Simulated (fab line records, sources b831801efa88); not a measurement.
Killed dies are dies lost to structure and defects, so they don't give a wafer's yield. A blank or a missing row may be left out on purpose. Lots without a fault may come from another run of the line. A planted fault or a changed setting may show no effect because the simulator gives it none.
Problem report in the 8D (eight disciplines) form, filled by code | flow gf180mcu | the parts of the form that need people (team, actions taken, sign-off) are left out

1. THE PROBLEM
HV_LDD_OVL at GF_HV_LDD_OVL_MEAS_08 reads a mean of -97.9 nm on 6 wafers of 2 lots; wafers without a fault read 0.5 nm with a standard deviation of 1.5. That is -66 standard deviations from the usual mean.
First seen on wafer L625.2, day 15 17:49, on overlay-01. The record holds 42 wafers of 14 lots with a number at this step. Rule for "out", or "out of limits": more than 4 standard deviations from the usual mean. The other wafers with a number count as sound.

2. WHAT IT IS AND WHAT IT IS NOT
question                    | is                     | is not
which readings at this step | HV_LDD_OVL             | -
which lots                  | L625, L626             | L608, L610, L611, L612, L613, L615, L616, L618, L619, L621, L624, L630
which wafers of those lots  | all that have a number | -
read on which gauges        | overlay-01             | overlay-02
when                        | from day 15 17:49      | up to then (33 sound wafers); but 3 sound wafers of L630 came after

3. SUSPECTS, AND WHAT RULES EACH OUT
Counting: a tool at a process step up to the reading stays a suspect if it ran every lot that is out and no sound lot after the first of them.
- the gauge at GF_HV_LDD_OVL_MEAS_08: kept. All the wafers that are out were read on overlay-01, and no step on other tools shows them out.
- iline_stepper-02 at GF_HV_LDD_EXPOSE_04 (exposes mask Nplus LV AREA, target cd 400 nm): kept. It ran every lot that is out, first L625 (day 15 06:47), and no sound lot after that; its last sound lot up to then is L616 (day 12 12:34).
Left after counting: iline_stepper-02 at GF_HV_LDD_EXPOSE_04, overlay-01 at GF_HV_LDD_OVL_MEAS_08.

4. THE CAUSE (what the simulator had put in)
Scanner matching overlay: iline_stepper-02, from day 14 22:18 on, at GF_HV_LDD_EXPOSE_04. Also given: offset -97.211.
Counting left 2 suspects, and this tool is among them.

5. THE CHAIN OF EFFECTS, in route order
Each row: a reading whose mean over the struck wafers that have a number lies more than 3 standard deviations from the usual. Only readings for which the record gives a usual standard deviation are gone through. hours: the time from each lot's start at the first step in this table that gives one to its start at this step, as a median over the lots. sigmas: the change in usual standard deviations.
hours | step                  | reading    | usual  | on struck wafers | change | sigmas
0     | GF_HV_LDD_OVL_MEAS_08 | HV_LDD_OVL | 0.5 nm | -97.9            | -98.4  | -66
Later measuring or inspecting steps at which every struck wafer that the step has a row for has a number for every such reading, and none has moved that far: GF_PSD_CD_MEAS_07, GF_PSD_RS_MEAS_14, GF_SALICIDE_THK_MEAS_05.

6. WHAT WOULD HAVE CAUGHT IT SOONER
In this record the first reading out of limits at a measuring or inspecting step was taken at day 15 17:49, 20 hours after the fault began at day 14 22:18.
All the lots that are out (2) had begun GF_HV_LDD_EXPOSE_04 on iline_stepper-02 by day 15 17:49. A hold on the tool at that time would have spared none of them.
